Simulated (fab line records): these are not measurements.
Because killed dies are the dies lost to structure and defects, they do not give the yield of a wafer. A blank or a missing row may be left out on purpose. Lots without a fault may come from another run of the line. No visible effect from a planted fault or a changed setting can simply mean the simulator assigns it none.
A struck lot beside a sound one	flow sky130	36 out of 708 route steps
Sound: wafers L123.1, L123.3, L123.5. The struck wafers were L110.2, L110.3, L110.4. Last of all comes the cause.
For every step that has rows: the tool of each side, followed by ch and its chambers, followed by its first start. Under that, the readings that differ: sound wafers	struck wafers	difference of the means	sigmas: that difference in standard deviations of wafers without a fault.
alike: words and numbers the same on both sides, and readings whose means are apart by under 2 such deviations; not compared: readings that were withheld, readings missing a value for some wafer, numbers with overlapping values and no deviation given by the record, and bounds like >300 which may hide the same value.
The two part at a step that has a row with sigmas, a row that says differs or no value, or rows on one side only. Numbers that don't overlap but have no deviation are shown without sigmas and don't part them. A reading that every wafer of one side lacks parts them only if that side has two wafers or more.

first, 10 steps without rows for these wafers: SKY_GATE_OXIDE_COAT_05 (resist thk 1140 nm); SKY_GATE_OXIDE_SOFTBAKE_06 (time 60 s); SKY_GATE_OXIDE_EXPOSE_07 (exposes mask LVOM, target cd 600 nm); SKY_GATE_OXIDE_PEB_08; SKY_GATE_OXIDE_DEVELOP_09 (develop time 60 s); SKY_GATE_OXIDE_IMPLANT_11; SKY_GATE_OXIDE_WET_ETCH_12 (etches SiO2 in dHF, target depth 16.8 nm, time 336 s); SKY_GATE_OXIDE_STRIP_13 (strips in O2/N2); SKY_GATE_OXIDE_CLEAN_15 (cleans in SC1/SC2, time 150 s); SKY_GATE_OXIDE_OXIDATION_16 (stabilise 600 s, purge 300 s, target thk 3.57 nm).
SKY_POLY_GATE_CVD_00: deposits poly-Si, target thk 180 nm, time 720 s.
  sound on lpcvd-01 ch 0, day 20 10:34; struck on lpcvd-01 ch 1, day 15 20:07
reading	sound	struck	difference	sigmas
spike-tc-centre-C (C)	619.5 620.3 620.3	626.1 626.8 624.7	+5.8	+5
spike-tc-upper-C (C)	617.9 618.9 616.7	570.6 569.7 571.1	-47.4	-39
zone-power-top-pct (%)	17.6 17.6 17.5	23.9 23.9 23.3	+6.1	+10
zone-power-upper-pct (%)	8.9 8.9 9.0	0.0 0.0 0.0	-8.9	-11
model.poly-Si_of_POLY_GATE_CVD_00.thk-nm (nm)	184.3 184.3 185.4	115.3 112.6 113	-71.0	
  alike: spike-tc-top-C, zone-power-centre-pct
SKY_POLY_GATE_THK_MEAS_01:
  struck on film-metro-02, day 15 21:20; sound on film-metro-04, day 20 11:46
reading	sound	struck	difference	sigmas
POLY_GATE_CVD_00_THK (nm)	184.4 184.2 185.4	115.3 112.6 113.1	-71.0	-34
then, 9 steps without rows for these wafers: SKY_RES_PROTECT_DEHYDRATE_00 (time 60 s); SKY_RES_PROTECT_HMDS_01 (prime time 60 s); SKY_RES_PROTECT_COAT_02 (resist thk 1140 nm); SKY_RES_PROTECT_SOFTBAKE_03 (time 60 s); SKY_RES_PROTECT_EXPOSE_04 (exposes mask RPM, target cd 1270 nm); SKY_RES_PROTECT_PEB_05; SKY_RES_PROTECT_DEVELOP_06 (develop time 60 s); SKY_POLY_GATE_IMPLANT_02; SKY_RES_PROTECT_STRIP_07 (strips in O2/N2).
SKY_RES_PROTECT_CLEAN_09: cleans in SC1/SC2, time 150 s.
  sound on wet-bench-04 ch 2, day 21 18:18; struck on wet-bench-02 ch 2, day 17 00:40
reading	sound	struck	difference	sigmas
model.poly-Si_of_POLY_GATE_CVD_00.thk-nm (nm)	183.7 183.6 184.8	114.6 112 112.4	-71.0	
then, 11 steps without rows for these wafers: SKY_POLY_GATE_CVD_03 (deposits Si3N4 from DCS/NH3, target thk 75 nm, time 1290 s); SKY_POLY_GATE_DEHYDRATE_05 (time 60 s); SKY_POLY_GATE_HMDS_06 (prime time 60 s); SKY_POLY_GATE_COAT_07 (resist thk 110 nm); SKY_POLY_GATE_COAT_08 (resist thk 450 nm); SKY_POLY_GATE_SOFTBAKE_09 (time 90 s); SKY_POLY_GATE_EXPOSE_10 (exposes mask P1M, target cd 150 nm); SKY_POLY_GATE_PEB_11; SKY_POLY_GATE_DEVELOP_12 (develop time 60 s); SKY_POLY_GATE_ETCH_15 (etches BARC in N2/H2, stops on SiO2, time 118.5 s, target depth 110 nm); SKY_POLY_GATE_ETCH_16 (etches Si3N4 in CH3F/O2, stops on poly-Si, time 147.5 s, target depth 75 nm).
SKY_POLY_GATE_ETCH_17: etches poly-Si in HBr/Cl2, stops on SiO2, target depth 180 nm, time 70.5 s.
  sound on rie-si-02 ch 0,2,3, day 23 02:41; struck on rie-si-01 ch 1,2,3, day 18 08:08
reading	sound	struck	difference	sigmas
oes-product-au (a.u.)	0.995 0.995 0.988	0.741 0.726 0.734	-0.259	-34
model.POLY_GATE.feature-depth-nm (nm)	180.9 179.9 177.8	114.6 112 112.4	-66.5	
model.etch.depth-nm (nm)	180.9 179.9 177.8	114.6 112 112.4	-66.5	
  alike: bias-w, drypump-motor-current-A, throttle-valve-pct
  not compared: rf-hours-counter-h
then, 1 step without rows for these wafers: SKY_POLY_GATE_STRIP_18 (strips in O2/N2).
-- here the record skips 29 days between the struck wafers' starts before and after, leaving off in module POLY_GATE and picking up in module PAD_OPEN (first step shown: number 708 of the route) --
SKY_PAD_OPEN_PROBE_99:
  struck on prober-01, day 47 04:58; sound on prober-02, day 50 06:26
reading	sound	struck	difference	sigmas
model.etest.res-high-po.line-ohm-um	709.1 741.3 713.4	1083 1126 1150	+398	
model.etest.res-poly.line-ohm-um	488 508.6 496.3	807 832.2 810.7	+319	
model.etest.tip-sonos.rs-ohm-sq	2676 2646 2639	2553 2562 2573	-91	
model.etest.tip-p.rs-ohm-sq	6866 6849 6824	6872 6942 6974	+83	
model.etest.res-high-po.rs-ohm-sq	250.5 257.2 253.6	380.1 387.1 392.1	+132.7	
model.etest.res-poly.rs-ohm-sq	46.16 47.43 46.81	74.11 75.83 75.01	+28.18	
model.etest.nfet_01v8_lvt.drive-ua-um	566.2 564.1 556	579 602.5 589.8	+28	
  alike: killed_at_M0_to_M3, killed_at_M4_up, killed-at-contacts, killed-at-front-end, killed-at-other, killed-dies, killed-on-rim, killed-open, killed-short
  not compared: model.etest.pfet_01v8.r-on-ohm-um

## WHERE THEY PART
At SKY_POLY_GATE_CVD_00 first; at SKY_POLY_GATE_ETCH_17 last (within this record only). Later steps at which nothing parts them and some readings are alike: SKY_PAD_OPEN_PROBE_99.

WHY: what had been put in by the simulator
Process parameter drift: lpcvd-01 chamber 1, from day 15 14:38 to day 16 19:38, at SKY_POLY_GATE_CVD_00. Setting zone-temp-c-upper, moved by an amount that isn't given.
